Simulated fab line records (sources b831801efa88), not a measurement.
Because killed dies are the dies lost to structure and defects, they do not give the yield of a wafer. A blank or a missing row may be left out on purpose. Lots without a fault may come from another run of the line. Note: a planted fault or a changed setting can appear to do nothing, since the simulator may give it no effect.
Which tool did it?	flow gf180mcu	Sampling: 13 lots, 39 wafers, 5 of 602 route steps

## WHAT THE GAUGES READ, wafer by wafer
GF_HV_LDD_TW_MEAS_23.
lot	measured	on	HV_LDD_2_TW
L948	day 10 14:55	film_metro-01	1045 1043 1042
L949	day 10 23:17	film_metro-01	1045 1043 1038
L951	day 11 12:44	film_metro-02	1044 1052 1042
L952	day 11 23:40	film_metro-02	1049 1047 1051
L954	day 12 13:14	film_metro-01	1047 1040 1047
L955	day 12 23:16	film_metro-02	1044 1049 1044
L957	day 14 02:32	film_metro-01	1052 1050 1050
L959	day 14 18:21	film_metro-02	1055 1054 1052
L966	day 16 10:57	film_metro-02	1051 1053 1053
L967	day 17 06:01	film_metro-01	1045 1043 1043
L968	day 17 07:55	film_metro-04	1056 1056 1056
L969	day 17 10:20	film_metro-01	1040 1042 1041
L970	day 17 17:56	film_metro-01	1035 1039 1042

GF_CONTACT_BOW_MEAS_05.
lot	measured	on	CONTACT_BOW (um)
L948	day 14 22:12	film_metro-02	62 57 73
L949	day 15 05:46	film_metro-01	70 59 66
L951	day 15 21:58	film_metro-04	59 62 62
L952	day 16 16:44	film_metro-04	63 52 50
L954	day 17 04:58	film_metro-02	76 58 74
L955	day 17 16:56	film_metro-01	72 63 64
L957	day 19 00:25	film_metro-04	71 62 61
L959	day 19 19:37	film_metro-01	62 68 63
L966	day 21 15:06	film_metro-02	55 61 71
L967	day 22 10:02	film_metro-04	46 68 61
L968	day 22 12:50	film_metro-01	52 62 58
L969	day 22 14:58	film_metro-01	67 69 59
L970	day 23 00:18	film_metro-01	71 76 56

GF_CONTACT_CD_MEAS_14: target cd 220 nm.
lot	measured	on	cd_nm (nm)
L948	day 15 20:04	cd_sem-02	221.3 220.2 223.6
L949	day 16 03:29	cd_sem-02	219.4 219.9 219.7
L951	day 16 20:02	cd_sem-02	219.8 219.5 220.0
L952	day 17 15:46	cd_sem-01	220.3 220.2 219.8
L954	day 18 04:07	cd_sem-01	217.8 217.8 217.4
L955	day 18 16:19	cd_sem-01	222.2 222.7 221.9
L957	day 20 02:01	cd_sem-02	177.2 176.4 176.4
L959	day 20 20:01	cd_sem-01	223.1 221.5 222.3
L966	day 22 14:22	cd_sem-02	218.3 217.6 219.4
L967	day 23 08:58	cd_sem-02	221.4 221.1 222.2
L968	day 23 11:40	cd_sem-01	221.0 219.5 221.0
L969	day 23 14:05	cd_sem-02	215.6 216.4 215.8
L970	day 23 23:04	cd_sem-02	220.6 220.4 220.9

GF_M1_RS_MEAS_05: a four-point-probe measurement.
lot	measured	on	M1_ALCU_RS (ohm/sq)
L948	day 15 21:35	film_metro-01	0.0697 0.0697 0.0693
L949	day 16 05:01	film_metro-01	0.0691 0.0691 0.0688
L951	day 16 21:34	film_metro-01	0.0688 0.0693 0.0698
L952	day 17 17:28	film_metro-03	0.0691 0.0690 0.0691
L954	day 18 05:38	film_metro-01	0.0696 0.0699 0.0693
L955	day 18 17:52	film_metro-01	0.0697 0.0697 0.0694
L959	day 20 21:32	film_metro-04	0.0704 0.0707 0.0697
L966	day 22 15:53	film_metro-04	0.0694 0.0680 0.0688
L967	day 23 10:30	film_metro-01	0.0685 0.0692 0.0688
L968	day 23 13:12	film_metro-04	0.0698 0.0698 0.0700
L969	day 23 15:38	film_metro-04	0.0698 0.0701 0.0698
L970	day 24 00:46	film_metro-04	0.0699 0.0698 0.0701

## WHICH TOOL RAN EACH LOT (tool, then ch and the chambers of the sampled wafers, then the start)
lot	GF_CONTACT_EXPOSE_11
L948	krf_scanner-02 ch 0, day 15 09:13
L949	krf_scanner-02 ch 0, day 15 16:41
L951	krf_scanner-02 ch 0, day 16 09:34
L952	krf_scanner-02 ch 0, day 17 04:39
L954	krf_scanner-02 ch 0, day 17 16:35
L955	krf_scanner-01 ch 0, day 18 04:41
L957	krf_scanner-01 ch 0, day 19 14:19
L959	krf_scanner-01 ch 0, day 20 07:55
L966	krf_scanner-01 ch 0, day 22 02:56
L967	krf_scanner-01 ch 0, day 22 21:49
L968	krf_scanner-01 ch 0, day 23 00:10
L969	krf_scanner-01 ch 0, day 23 02:34
L970	krf_scanner-01 ch 0, day 23 12:11
- GF_CONTACT_EXPOSE_11: exposes mask Contact, target cd 220 nm.

## WHAT THE TOOLS THEMSELVES READ (means of the sampled wafers that have a number; where no wafer has one, the mark that the record gives instead)
GF_CONTACT_EXPOSE_11.
lot	tool	reticle_temp_C (C)
L948	krf_scanner-02	23.10
L949	krf_scanner-02	23.03
L951	krf_scanner-02	23.07
L952	krf_scanner-02	22.94
L954	krf_scanner-02	22.98
L955	krf_scanner-01	23.01
L957	krf_scanner-01	22.83
L959	krf_scanner-01	22.98
L966	krf_scanner-01	23.05
L967	krf_scanner-01	23.08
L968	krf_scanner-01	22.80
L969	krf_scanner-01	22.89
L970	krf_scanner-01	22.96

## THE ANSWER, worked out from the rows above alone
Rule: usual is defined by the lots themselves. Put in order of their means at a reading, lots are off if they are a third of the lots or fewer, leave a main group of 4 or more, and stand apart from it by a gap of 3 or more times the standard deviation of the main group's means; of several such gaps the widest counts. A main group is skipped when, at the precision printed for the reading in the tables above, its means are all equal. Also off: a lot with no number at a reading for which 4 or more lots have one. Where the step has rows for the other lots, those lots are counted as sound. The gauges are gone through in route order, then the tools' own readings, and for those a lot's mean is taken as printed above. The first step at which some lot is off is used, and at that step the reading that is off furthest; a lot without a number counts as furthest.
Off: L957, at GF_CONTACT_CD_MEAS_14 (cd_nm). The main group: mean 220.0 nm, standard deviation 1.8.
A tool fits if, at a process step before that reading, it ran every lot that is off, and no sound lot after the first of them. The gauges at GF_CONTACT_CD_MEAS_14 are tried like those tools. Of those tried, none fits.

## WHAT HAD BEEN PUT IN BY THE SIMULATOR
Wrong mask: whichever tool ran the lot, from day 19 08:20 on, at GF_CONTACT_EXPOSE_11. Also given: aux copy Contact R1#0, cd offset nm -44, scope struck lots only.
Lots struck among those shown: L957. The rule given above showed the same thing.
